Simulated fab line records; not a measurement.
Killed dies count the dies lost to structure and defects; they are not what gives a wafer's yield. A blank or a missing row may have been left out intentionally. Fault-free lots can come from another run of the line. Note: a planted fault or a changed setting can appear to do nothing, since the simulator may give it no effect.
fab line records || flow gf180mcu || part 2 of 2: steps 31 to 40 of 40
[record] {"lots": 5, "wafers": 15, "last_day": 33}
route steps=602 shown SAB@273 SALICIDE@278 CONTACT@287
lots that met no fault: from a run of the same line without faults
start_h: start of the lot's first displayed wafer, in hours after the record's first day || wait_h: hours elapsed since this lot's preceding step || " unchanged from the row above || L1.1+2: several wafers, shown together as one row || - no value, or no start given || * or withheld: withheld || < > ~ a bound
route shown NAME@n: NAME is a module with steps in the file, n the number in the route of the first one || usual: mean/standard deviation taken from wafers without a fault || same: alike in all rows || chamber/n: place in a boat || sites: per-site readings || _std_site: standard deviation across them || _edge_site: outer sites' mean less inner sites' || radius_mm: how far each site lies from the wafer's centre || mask NAME#n: copy n || behind: tool/chamber where the wafer was last shaped || hold: cause of the lot's hold/its duration in hours/its outcome || device: which transistor (n, p or np) failed to switch || end of line: the route-end tests of the same wafers || where a step has no rows: the recipe by itself || killed: not the wafer's yield, but the dies lost to structure and defects at the first sort || map: a wafer's dies, marking killed ones x, the rest . and places with no die _
set.NAME: the setting the step ran with; set.NAME@STEP: the setting that earlier step ran with || model.NAME: the simulator's own value behind a step, which no gauge read
lots at some steps of the route; a table a step, a row a wafer
services: a tool's chamber out of use, with start hour (start_h, from the record's first day; less than 0 if before it), hours out, and reason
[[steps]]
[step GF_CONTACT_ETCH_16]
[recipe] {"chemistry": "N2/H2", "target_depth_a": "withheld", "overetch_a": "withheld", "time_s": "withheld", "target": "BARC", "ion_energy_ev": 200, "source_w": 500, "bias_w": 100, "pressure_mtorr": 30, "n2_flow_sccm": 100, "h2_flow_sccm": 200}
[usual] {"drypump_motor_current_A": "5.75/0.3", "oes_product_au": "0.854/0.0049", "throttle_valve_pct": "13.227/0.0088"}
{"lot.wafer": "L077.2", "tool": "rie_diel-02", "chamber": 3, "start_h": 380.24, "wait_h": 0.0, "drypump_motor_current_A": 5.70, "oes_product_au": 0.856, "throttle_valve_pct": 13.217}
{"lot.wafer": "L077.3", "tool": "rie_diel-02", "chamber": 1, "start_h": 380.24, "wait_h": 0.0, "drypump_motor_current_A": 5.42, "oes_product_au": 0.860, "throttle_valve_pct": 13.222}
{"lot.wafer": "L077.4", "tool": "rie_diel-02", "chamber": 0, "start_h": 380.24, "wait_h": 0.0, "drypump_motor_current_A": 5.63, "oes_product_au": 0.863, "throttle_valve_pct": 13.214}
{"lot.wafer": "L078.1", "tool": "rie_diel-03", "chamber": 1, "start_h": 393.74, "wait_h": 0.0, "drypump_motor_current_A": 5.04, "oes_product_au": 0.850, "throttle_valve_pct": 13.228}
{"lot.wafer": "L078.4", "tool": "rie_diel-03", "chamber": 3, "start_h": 393.74, "wait_h": 0.0, "drypump_motor_current_A": 5.67, "oes_product_au": 0.856, "throttle_valve_pct": 13.230}
{"lot.wafer": "L078.6", "tool": "rie_diel-03", "chamber": 3, "start_h": 393.74, "wait_h": 0.0, "drypump_motor_current_A": 5.67, "oes_product_au": 0.853, "throttle_valve_pct": 13.220}
{"lot.wafer": "L083.1", "tool": "rie_diel-02", "chamber": 3, "start_h": 444.89, "wait_h": 0.0, "drypump_motor_current_A": 5.71, "oes_product_au": 0.851, "throttle_valve_pct": 13.222}
{"lot.wafer": "L083.3", "tool": "rie_diel-02", "chamber": 0, "start_h": 444.89, "wait_h": 0.0, "drypump_motor_current_A": 5.63, "oes_product_au": 0.850, "throttle_valve_pct": 13.242}
{"lot.wafer": "L083.5", "tool": "rie_diel-02", "chamber": 3, "start_h": 444.89, "wait_h": 0.0, "drypump_motor_current_A": 5.70, "oes_product_au": 0.858, "throttle_valve_pct": 13.214}
{"lot.wafer": "L088.1", "tool": "rie_diel-04", "chamber": 3, "start_h": 484.64, "wait_h": 0.0, "drypump_motor_current_A": 5.87, "oes_product_au": 0.859, "throttle_valve_pct": 13.245}
{"lot.wafer": "L088.2", "tool": "rie_diel-04", "chamber": 2, "start_h": 484.64, "wait_h": 0.0, "drypump_motor_current_A": 6.04, "oes_product_au": 0.855, "throttle_valve_pct": 13.235}
{"lot.wafer": "L088.4", "tool": "rie_diel-04", "chamber": 0, "start_h": 484.64, "wait_h": 0.0, "drypump_motor_current_A": 6.02, "oes_product_au": 0.846, "throttle_valve_pct": 13.221}
{"lot.wafer": "L092.1", "tool": "rie_diel-02", "chamber": 1, "start_h": 511.64, "wait_h": 0.0, "drypump_motor_current_A": 5.42, "oes_product_au": 0.854, "throttle_valve_pct": 13.231}
{"lot.wafer": "L092.4", "tool": "rie_diel-02", "chamber": 2, "start_h": 511.64, "wait_h": 0.0, "drypump_motor_current_A": 5.48, "oes_product_au": 0.860, "throttle_valve_pct": 13.218}
{"lot.wafer": "L092.6", "tool": "rie_diel-02", "chamber": 2, "start_h": 511.64, "wait_h": 0.0, "drypump_motor_current_A": 5.47, "oes_product_au": 0.854, "throttle_valve_pct": 13.236}
[step GF_CONTACT_ETCH_17]
[recipe] {"chemistry": "C4F8/O2/Ar", "mask_material": "KrF", "target": "SiO2", "stop_on": "CoSi2", "source_w": 1500, "bias_w": 1200, "pressure_mtorr": 40, "c4f8_flow_sccm": "withheld", "O2_flow_sccm": 6, "Ar_flow_sccm": 300, "time_s": "withheld", "target_depth_a": 8600}
[usual] {"oes_product_au": "0.814/0.0051"}
{"lot.wafer": "L077.2", "tool": "rie_diel-02", "chamber": 3, "start_h": "-", "wait_h": "-", "oes_product_au": 0.811}
{"lot.wafer": "L077.3", "tool": "rie_diel-02", "chamber": 1, "start_h": "-", "wait_h": "-", "oes_product_au": 0.815}
{"lot.wafer": "L077.4", "tool": "rie_diel-02", "chamber": 0, "start_h": "-", "wait_h": "-", "oes_product_au": 0.814}
{"lot.wafer": "L078.1", "tool": "rie_diel-03", "chamber": 1, "start_h": "-", "wait_h": "-", "oes_product_au": 0.822}
{"lot.wafer": "L078.4", "tool": "rie_diel-03", "chamber": 3, "start_h": "-", "wait_h": "-", "oes_product_au": 0.815}
{"lot.wafer": "L078.6", "tool": "rie_diel-03", "chamber": 3, "start_h": "-", "wait_h": "-", "oes_product_au": 0.817}
{"lot.wafer": "L083.1", "tool": "rie_diel-02", "chamber": 3, "start_h": "-", "wait_h": "-", "oes_product_au": 0.815}
{"lot.wafer": "L083.3", "tool": "rie_diel-02", "chamber": 0, "start_h": "-", "wait_h": "-", "oes_product_au": 0.804}
{"lot.wafer": "L083.5", "tool": "rie_diel-02", "chamber": 3, "start_h": "-", "wait_h": "-", "oes_product_au": 0.813}
{"lot.wafer": "L088.1", "tool": "rie_diel-04", "chamber": 3, "start_h": "-", "wait_h": "-", "oes_product_au": 0.818}
{"lot.wafer": "L088.2", "tool": "rie_diel-04", "chamber": 2, "start_h": "-", "wait_h": "-", "oes_product_au": 0.811}
{"lot.wafer": "L088.4", "tool": "rie_diel-04", "chamber": 0, "start_h": "-", "wait_h": "-", "oes_product_au": 0.818}
{"lot.wafer": "L092.1", "tool": "rie_diel-02", "chamber": 1, "start_h": "-", "wait_h": "-", "oes_product_au": 0.821}
{"lot.wafer": "L092.4", "tool": "rie_diel-02", "chamber": 2, "start_h": "-", "wait_h": "-", "oes_product_au": 0.817}
{"lot.wafer": "L092.6", "tool": "rie_diel-02", "chamber": 2, "start_h": "-", "wait_h": "-", "oes_product_au": 0.819}
[step GF_CONTACT_STRIP_18]
[recipe] {"chemistry": "O2/N2", "power_w": 1400, "pressure_mtorr": 1500, "platen_temp_c": 250, "o2_flow_sccm": 3000, "n2_flow_sccm": 300, "overash_fraction": 0.5}
[usual] {"drypump_motor_current_A": "5.63/0.27", "heater_power_w": "360/67", "oes_product_au": "0.580/0.0054"}
{"lot.wafer": "L077.2", "tool": "plasma_asher-02", "chamber": 1, "start_h": 380.40, "wait_h": "-", "drypump_motor_current_A": 5.91, "heater_power_w": 308, "oes_product_au": 0.571, "rf_hours_counter_h": 73}
{"lot.wafer": "L077.3", "tool": "plasma_asher-02", "chamber": 0, "start_h": 380.40, "wait_h": "-", "drypump_motor_current_A": 5.41, "heater_power_w": 328, "oes_product_au": 0.587, "rf_hours_counter_h": "-"}
{"lot.wafer": "L077.4", "tool": "plasma_asher-02", "chamber": 1, "start_h": 380.40, "wait_h": "-", "drypump_motor_current_A": 5.94, "heater_power_w": 308, "oes_product_au": 0.577, "rf_hours_counter_h": "-"}
{"lot.wafer": "L078.1", "tool": "plasma_asher-02", "chamber": 1, "start_h": 393.91, "wait_h": "-", "drypump_motor_current_A": 5.95, "heater_power_w": 305, "oes_product_au": 0.580, "rf_hours_counter_h": 75}
{"lot.wafer": "L078.4", "tool": "plasma_asher-02", "chamber": 1, "start_h": 393.91, "wait_h": "-", "drypump_motor_current_A": 5.92, "heater_power_w": 305, "oes_product_au": 0.578, "rf_hours_counter_h": "-"}
{"lot.wafer": "L078.6", "tool": "plasma_asher-02", "chamber": 0, "start_h": 393.91, "wait_h": "-", "drypump_motor_current_A": 5.39, "heater_power_w": 331, "oes_product_au": 0.575, "rf_hours_counter_h": "-"}
{"lot.wafer": "L083.1", "tool": "plasma_asher-02", "chamber": 1, "start_h": 445.05, "wait_h": "-", "drypump_motor_current_A": 5.93, "heater_power_w": 328, "oes_product_au": 0.585, "rf_hours_counter_h": 1}
{"lot.wafer": "L083.3", "tool": "plasma_asher-02", "chamber": 0, "start_h": 445.05, "wait_h": "-", "drypump_motor_current_A": 5.38, "heater_power_w": 334, "oes_product_au": 0.573, "rf_hours_counter_h": "-"}
{"lot.wafer": "L083.5", "tool": "plasma_asher-02", "chamber": 1, "start_h": 445.05, "wait_h": "-", "drypump_motor_current_A": 5.93, "heater_power_w": 320, "oes_product_au": 0.578, "rf_hours_counter_h": "-"}
{"lot.wafer": "L088.1", "tool": "plasma_asher-03", "chamber": 0, "start_h": 484.80, "wait_h": "-", "drypump_motor_current_A": 5.39, "heater_power_w": 356, "oes_product_au": 0.573, "rf_hours_counter_h": 88}
{"lot.wafer": "L088.2", "tool": "plasma_asher-03", "chamber": 1, "start_h": 484.80, "wait_h": "-", "drypump_motor_current_A": 5.23, "heater_power_w": 327, "oes_product_au": 0.576, "rf_hours_counter_h": 88}
{"lot.wafer": "L088.4", "tool": "plasma_asher-03", "chamber": 1, "start_h": 484.80, "wait_h": "-", "drypump_motor_current_A": 5.23, "heater_power_w": 338, "oes_product_au": 0.575, "rf_hours_counter_h": "-"}
{"lot.wafer": "L092.1", "tool": "plasma_asher-01", "chamber": 1, "start_h": 511.80, "wait_h": "-", "drypump_motor_current_A": 5.76, "heater_power_w": 339, "oes_product_au": 0.587, "rf_hours_counter_h": 43}
{"lot.wafer": "L092.4", "tool": "plasma_asher-01", "chamber": 0, "start_h": 511.80, "wait_h": "-", "drypump_motor_current_A": 5.93, "heater_power_w": 504, "oes_product_au": 0.579, "rf_hours_counter_h": "-"}
{"lot.wafer": "L092.6", "tool": "plasma_asher-01", "chamber": 0, "start_h": 511.80, "wait_h": "-", "drypump_motor_current_A": 5.91, "heater_power_w": 499, "oes_product_au": 0.579, "rf_hours_counter_h": "-"}
[step GF_CONTACT_CLEAN_19]
[recipe] {"chemistry": "SPM"}
{"lot.wafer": "L077.2+3+4", "tool": "wet_bench-03", "chamber": 1, "start_h": 380.50, "wait_h": 0.1}
{"lot.wafer": "L078.1+4+6", "tool": "wet_bench-03", "chamber": 0, "start_h": 394.01, "wait_h": 0.1}
{"lot.wafer": "L083.1+3+5", "tool": "wet_bench-01", "chamber": 2, "start_h": 445.15, "wait_h": 0.1}
{"lot.wafer": "L088.1+2+4", "tool": "wet_bench-03", "chamber": 0, "start_h": 484.90, "wait_h": 0.1}
{"lot.wafer": "L092.1+4+6", "tool": "wet_bench-03", "chamber": 1, "start_h": 511.90, "wait_h": 0.1}
[step GF_CONTACT_CLEAN_20]
[recipe] {"chemistry": "DIW"}
{"lot.wafer": "L077.2+3+4", "tool": "wet_bench-04", "chamber": 3, "start_h": 380.59, "wait_h": 0.0}
{"lot.wafer": "L078.1+4+6", "tool": "wet_bench-04", "chamber": 2, "start_h": 394.10, "wait_h": 0.0}
{"lot.wafer": "L083.1+3+5", "tool": "wet_bench-03", "chamber": 3, "start_h": 445.24, "wait_h": 0.0}
{"lot.wafer": "L088.1+2+4", "tool": "wet_bench-01", "chamber": 1, "start_h": 485.00, "wait_h": 0.0}
{"lot.wafer": "L092.1+4+6", "tool": "wet_bench-04", "chamber": 2, "start_h": 512.01, "wait_h": 0.0}
[step GF_CONTACT_CLEAN_21]
[recipe] {"chemistry": "dHF", "time_s": 20, "dilution": "100:1", "dry": "ipa_marangoni"}
{"lot.wafer": "L077.2+3+4", "tool": "wet_bench-01", "chamber": 1, "start_h": 380.68, "wait_h": 0.0}
{"lot.wafer": "L078.1+4+6", "tool": "wet_bench-01", "chamber": 2, "start_h": 394.19, "wait_h": 0.0}
{"lot.wafer": "L083.1+3+5", "tool": "wet_bench-04", "chamber": 0, "start_h": 445.33, "wait_h": 0.0}
{"lot.wafer": "L088.1+2+4", "tool": "wet_bench-04", "chamber": 0, "start_h": 485.10, "wait_h": 0.0}
{"lot.wafer": "L092.1+4+6", "tool": "wet_bench-01", "chamber": 2, "start_h": 512.11, "wait_h": 0.0}
[step GF_CONTACT_SPUTTER_22]
[recipe] {"material": "Ti", "target_thk_nm": 15, "chamber_pressure_pa": 5, "power_w": 2500, "substrate_temp_c": 200, "time_s": 80.02}
[usual] {"throttle_valve_pct": "29.8/1.1"}
{"lot.wafer": "L077.2", "tool": "pvd_sputter-04", "chamber": "-", "start_h": 380.70, "wait_h": 0.0, "throttle_valve_pct": 29.8}
{"lot.wafer": "L077.3", "tool": "pvd_sputter-04", "chamber": "-", "start_h": 380.70, "wait_h": 0.0, "throttle_valve_pct": 30.0}
{"lot.wafer": "L077.4", "tool": "pvd_sputter-04", "chamber": "-", "start_h": 380.70, "wait_h": 0.0, "throttle_valve_pct": 30.3}
{"lot.wafer": "L078.1", "tool": "pvd_sputter-01", "chamber": "-", "start_h": 394.20, "wait_h": 0.0, "throttle_valve_pct": 30.7}
{"lot.wafer": "L078.4", "tool": "pvd_sputter-01", "chamber": "-", "start_h": 394.20, "wait_h": 0.0, "throttle_valve_pct": 31.7}
{"lot.wafer": "L078.6", "tool": "pvd_sputter-01", "chamber": "-", "start_h": 394.20, "wait_h": 0.0, "throttle_valve_pct": 29.4}
{"lot.wafer": "L083.1", "tool": "pvd_sputter-03", "chamber": "-", "start_h": 445.35, "wait_h": 0.0, "throttle_valve_pct": 31.2}
{"lot.wafer": "L083.3", "tool": "pvd_sputter-03", "chamber": "-", "start_h": 445.35, "wait_h": 0.0, "throttle_valve_pct": 31.4}
{"lot.wafer": "L083.5", "tool": "pvd_sputter-03", "chamber": "-", "start_h": 445.35, "wait_h": 0.0, "throttle_valve_pct": 30.8}
{"lot.wafer": "L088.1", "tool": "pvd_sputter-04", "chamber": "-", "start_h": 485.11, "wait_h": 0.0, "throttle_valve_pct": 28.8}
{"lot.wafer": "L088.2", "tool": "pvd_sputter-04", "chamber": "-", "start_h": 485.11, "wait_h": 0.0, "throttle_valve_pct": 29.8}
{"lot.wafer": "L088.4", "tool": "pvd_sputter-04", "chamber": "-", "start_h": 485.11, "wait_h": 0.0, "throttle_valve_pct": 29.5}
{"lot.wafer": "L092.1", "tool": "pvd_sputter-01", "chamber": "-", "start_h": 512.12, "wait_h": 0.0, "throttle_valve_pct": 28.6}
{"lot.wafer": "L092.4", "tool": "pvd_sputter-01", "chamber": "-", "start_h": 512.12, "wait_h": 0.0, "throttle_valve_pct": 31.6}
{"lot.wafer": "L092.6", "tool": "pvd_sputter-01", "chamber": "-", "start_h": 512.12, "wait_h": 0.0, "throttle_valve_pct": 31.8}
[step GF_CONTACT_SPUTTER_23]
[recipe] {"material": "TiN", "target_thk_nm": 10, "chamber_pressure_pa": 5.175, "power_w": 4000, "time_s": 40}
[usual] {"throttle_valve_pct": "29.8/1.1"}
{"lot.wafer": "L077.2", "tool": "pvd_sputter-04", "chamber": "-", "start_h": 380.76, "wait_h": 0.0, "throttle_valve_pct": 29.7}
{"lot.wafer": "L077.3", "tool": "pvd_sputter-04", "chamber": "-", "start_h": 380.76, "wait_h": 0.0, "throttle_valve_pct": 29.9}
{"lot.wafer": "L077.4", "tool": "pvd_sputter-04", "chamber": "-", "start_h": 380.76, "wait_h": 0.0, "throttle_valve_pct": 30.2}
{"lot.wafer": "L078.1", "tool": "pvd_sputter-01", "chamber": "-", "start_h": 394.26, "wait_h": 0.0, "throttle_valve_pct": 30.5}
{"lot.wafer": "L078.4", "tool": "pvd_sputter-01", "chamber": "-", "start_h": 394.26, "wait_h": 0.0, "throttle_valve_pct": 31.5}
{"lot.wafer": "L078.6", "tool": "pvd_sputter-01", "chamber": "-", "start_h": 394.26, "wait_h": 0.0, "throttle_valve_pct": 29.3}
{"lot.wafer": "L083.1", "tool": "pvd_sputter-03", "chamber": "-", "start_h": 445.41, "wait_h": 0.0, "throttle_valve_pct": 30.8}
{"lot.wafer": "L083.3", "tool": "pvd_sputter-03", "chamber": "-", "start_h": 445.41, "wait_h": 0.0, "throttle_valve_pct": 30.9}
{"lot.wafer": "L083.5", "tool": "pvd_sputter-03", "chamber": "-", "start_h": 445.41, "wait_h": 0.0, "throttle_valve_pct": 30.8}
{"lot.wafer": "L088.1", "tool": "pvd_sputter-04", "chamber": "-", "start_h": 485.17, "wait_h": 0.0, "throttle_valve_pct": 28.6}
{"lot.wafer": "L088.2", "tool": "pvd_sputter-04", "chamber": "-", "start_h": 485.17, "wait_h": 0.0, "throttle_valve_pct": 30.0}
{"lot.wafer": "L088.4", "tool": "pvd_sputter-04", "chamber": "-", "start_h": 485.17, "wait_h": 0.0, "throttle_valve_pct": 29.5}
{"lot.wafer": "L092.1", "tool": "pvd_sputter-01", "chamber": "-", "start_h": 512.18, "wait_h": 0.0, "throttle_valve_pct": 28.8}
{"lot.wafer": "L092.4", "tool": "pvd_sputter-01", "chamber": "-", "start_h": 512.18, "wait_h": 0.0, "throttle_valve_pct": 31.6}
{"lot.wafer": "L092.6", "tool": "pvd_sputter-01", "chamber": "-", "start_h": 512.18, "wait_h": 0.0, "throttle_valve_pct": 31.4}
[step GF_CONTACT_CVD_24]
[recipe] {"material": "W", "target_thk_nm": 300, "time_s": 90.339, "temp_c": 400, "pressure_torr": 40}
[usual] {"heater_power_w": "832/67", "susceptor_temp_C": "399.99/0.22"}
{"lot.wafer": "L077.2", "tool": "cvd_w-01", "chamber": 0, "start_h": 380.80, "wait_h": 0.0, "heater_power_w": 881, "since_wet_clean_h": 991, "susceptor_temp_C": 399.72}
{"lot.wafer": "L077.3", "tool": "cvd_w-01", "chamber": 0, "start_h": 380.80, "wait_h": 0.0, "heater_power_w": 850, "since_wet_clean_h": "-", "susceptor_temp_C": 399.98}
{"lot.wafer": "L077.4", "tool": "cvd_w-01", "chamber": 1, "start_h": 380.80, "wait_h": 0.0, "heater_power_w": 751, "since_wet_clean_h": "-", "susceptor_temp_C": 400.19}
{"lot.wafer": "L078.1", "tool": "cvd_w-02", "chamber": 1, "start_h": 394.30, "wait_h": 0.0, "heater_power_w": 864, "since_wet_clean_h": 490, "susceptor_temp_C": 399.85}
{"lot.wafer": "L078.4", "tool": "cvd_w-02", "chamber": 1, "start_h": 394.30, "wait_h": 0.0, "heater_power_w": 872, "since_wet_clean_h": "-", "susceptor_temp_C": 399.89}
{"lot.wafer": "L078.6", "tool": "cvd_w-02", "chamber": 1, "start_h": 394.30, "wait_h": 0.0, "heater_power_w": 872, "since_wet_clean_h": "-", "susceptor_temp_C": 399.78}
{"lot.wafer": "L083.1", "tool": "cvd_w-01", "chamber": 1, "start_h": 445.45, "wait_h": 0.0, "heater_power_w": 723, "since_wet_clean_h": 41, "susceptor_temp_C": 399.94}
{"lot.wafer": "L083.3", "tool": "cvd_w-01", "chamber": 0, "start_h": 445.45, "wait_h": 0.0, "heater_power_w": 849, "since_wet_clean_h": "-", "susceptor_temp_C": 399.90}
{"lot.wafer": "L083.5", "tool": "cvd_w-01", "chamber": 0, "start_h": 445.45, "wait_h": 0.0, "heater_power_w": 823, "since_wet_clean_h": "-", "susceptor_temp_C": 400.41}
{"lot.wafer": "L088.1", "tool": "cvd_w-02", "chamber": 0, "start_h": 485.21, "wait_h": 0.0, "heater_power_w": 922, "since_wet_clean_h": 581, "susceptor_temp_C": 399.92}
{"lot.wafer": "L088.2", "tool": "cvd_w-02", "chamber": 1, "start_h": 485.21, "wait_h": 0.0, "heater_power_w": 872, "since_wet_clean_h": 581, "susceptor_temp_C": 400.26}
{"lot.wafer": "L088.4", "tool": "cvd_w-02", "chamber": 1, "start_h": 485.21, "wait_h": 0.0, "heater_power_w": 883, "since_wet_clean_h": "-", "susceptor_temp_C": 399.96}
{"lot.wafer": "L092.1", "tool": "cvd_w-02", "chamber": 1, "start_h": 512.22, "wait_h": 0.0, "heater_power_w": 876, "since_wet_clean_h": 608, "susceptor_temp_C": 399.76}
{"lot.wafer": "L092.4", "tool": "cvd_w-02", "chamber": 0, "start_h": 512.22, "wait_h": 0.0, "heater_power_w": 911, "since_wet_clean_h": "-", "susceptor_temp_C": 400.13}
{"lot.wafer": "L092.6", "tool": "cvd_w-02", "chamber": 0, "start_h": 512.22, "wait_h": 0.0, "heater_power_w": 914, "since_wet_clean_h": "-", "susceptor_temp_C": 400.08}
[step GF_CONTACT_RS_MEAS_25]
[recipe] {"thk_meas_gauge": "four-point-probe", "reads": "W_of_CONTACT_CVD_24+TiN_of_CONTACT_SPUTTER_23+Ti_of_CONTACT_SPUTTER_22"}
[usual] {"CONTACT_W_RS": "0.383/0.0042"}
{"lot.wafer": "L077.2", "tool": "film_metro-04", "chamber": "-", "start_h": 380.92, "wait_h": 0.1, "CONTACT_W_RS[ohm/sq]": 0.378}
{"lot.wafer": "L077.3", "tool": "film_metro-04", "chamber": "-", "start_h": 380.92, "wait_h": 0.1, "CONTACT_W_RS[ohm/sq]": 0.382}
{"lot.wafer": "L077.4", "tool": "film_metro-04", "chamber": "-", "start_h": 380.92, "wait_h": 0.1, "CONTACT_W_RS[ohm/sq]": 0.382}
{"lot.wafer": "L078.1", "tool": "film_metro-01", "chamber": "-", "start_h": 394.40, "wait_h": 0.1, "CONTACT_W_RS[ohm/sq]": 0.384}
{"lot.wafer": "L078.4", "tool": "film_metro-01", "chamber": "-", "start_h": 394.40, "wait_h": 0.1, "CONTACT_W_RS[ohm/sq]": 0.385}
{"lot.wafer": "L078.6", "tool": "film_metro-01", "chamber": "-", "start_h": 394.40, "wait_h": 0.1, "CONTACT_W_RS[ohm/sq]": 0.386}
{"lot.wafer": "L083.1", "tool": "film_metro-01", "chamber": "-", "start_h": 445.55, "wait_h": 0.1, "CONTACT_W_RS[ohm/sq]": 0.374}
{"lot.wafer": "L083.3", "tool": "film_metro-01", "chamber": "-", "start_h": 445.55, "wait_h": 0.1, "CONTACT_W_RS[ohm/sq]": 0.381}
{"lot.wafer": "L083.5", "tool": "film_metro-01", "chamber": "-", "start_h": 445.55, "wait_h": 0.1, "CONTACT_W_RS[ohm/sq]": 0.384}
{"lot.wafer": "L088.1", "tool": "film_metro-01", "chamber": "-", "start_h": 485.31, "wait_h": 0.1, "CONTACT_W_RS[ohm/sq]": 0.380}
{"lot.wafer": "L088.2", "tool": "film_metro-01", "chamber": "-", "start_h": 485.31, "wait_h": 0.1, "CONTACT_W_RS[ohm/sq]": 0.378}
{"lot.wafer": "L088.4", "tool": "film_metro-01", "chamber": "-", "start_h": 485.31, "wait_h": 0.1, "CONTACT_W_RS[ohm/sq]": 0.381}
{"lot.wafer": "L092.1", "tool": "film_metro-04", "chamber": "-", "start_h": 512.32, "wait_h": 0.1, "CONTACT_W_RS[ohm/sq]": 0.385}
{"lot.wafer": "L092.4", "tool": "film_metro-04", "chamber": "-", "start_h": 512.32, "wait_h": 0.1, "CONTACT_W_RS[ohm/sq]": 0.384}
{"lot.wafer": "L092.6", "tool": "film_metro-04", "chamber": "-", "start_h": 512.32, "wait_h": 0.1, "CONTACT_W_RS[ohm/sq]": 0.386}
[[services]]
{"tool": "wet_bench-02", "chamber": "-", "start_h": 336.94, "hours": 1.9, "kind": "pm"}
{"tool": "cmp-02", "chamber": "-", "start_h": 338.43, "hours": 0.2, "kind": "repair"}
{"tool": "cmp-02", "chamber": "-", "start_h": 340.44, "hours": 0.9, "kind": "repair"}
{"tool": "rie_diel-03", "chamber": 3, "start_h": 345.51, "hours": 8.0, "kind": "repair"}
{"tool": "plasma_asher-01", "chamber": "-", "start_h": 346.48, "hours": 0.9, "kind": "repair"}
{"tool": "pvd_sputter-03", "chamber": "-", "start_h": 348.77, "hours": 5.8, "kind": "repair"}
{"tool": "rie_diel-04", "chamber": 0, "start_h": 349.53, "hours": 1.3, "kind": "repair"}
{"tool": "pvd_sputter-04", "chamber": "-", "start_h": 351.46, "hours": 6.1, "kind": "repair"}
{"tool": "pecvd-04", "chamber": "-", "start_h": 368.88, "hours": 14.0, "kind": "pm"}
{"tool": "krf_scanner-02", "chamber": "-", "start_h": 375.52, "hours": 4.9, "kind": "repair"}
{"tool": "rie_diel-04", "chamber": 0, "start_h": 398.57, "hours": 6.4, "kind": "repair"}
{"tool": "krf_scanner-02", "chamber": "-", "start_h": 400.20, "hours": 0.8, "kind": "repair"}
{"tool": "krf_scanner-02", "chamber": "-", "start_h": 419.51, "hours": 0.8, "kind": "pm"}
{"tool": "plasma_asher-02", "chamber": "-", "start_h": 421.25, "hours": 9.0, "kind": "pm"}
{"tool": "plasma_asher-02", "chamber": "-", "start_h": 423.15, "hours": 4.3, "kind": "repair"}
{"tool": "rie_diel-04", "chamber": 1, "start_h": 426.75, "hours": 5.5, "kind": "repair"}
{"tool": "pecvd-04", "chamber": 2, "start_h": 431.54, "hours": 11.7, "kind": "repair"}
{"tool": "pvd_sputter-04", "chamber": "-", "start_h": 443.48, "hours": 4.8, "kind": "repair"}
{"tool": "pecvd-04", "chamber": 0, "start_h": 474.46, "hours": 3.5, "kind": "repair"}
{"tool": "krf_scanner-02", "chamber": "-", "start_h": 484.84, "hours": 1.0, "kind": "pm"}
{"tool": "pvd_sputter-01", "chamber": "-", "start_h": 491.32, "hours": 5.1, "kind": "repair"}
{"tool": "rtp_anneal-01", "chamber": "-", "start_h": 492.81, "hours": 5.7, "kind": "pm"}
{"tool": "cvd_w-02", "chamber": "-", "start_h": 498.89, "hours": 1.3, "kind": "repair"}
{"tool": "krf_scanner-02", "chamber": "-", "start_h": 500.94, "hours": 1.3, "kind": "pm"}
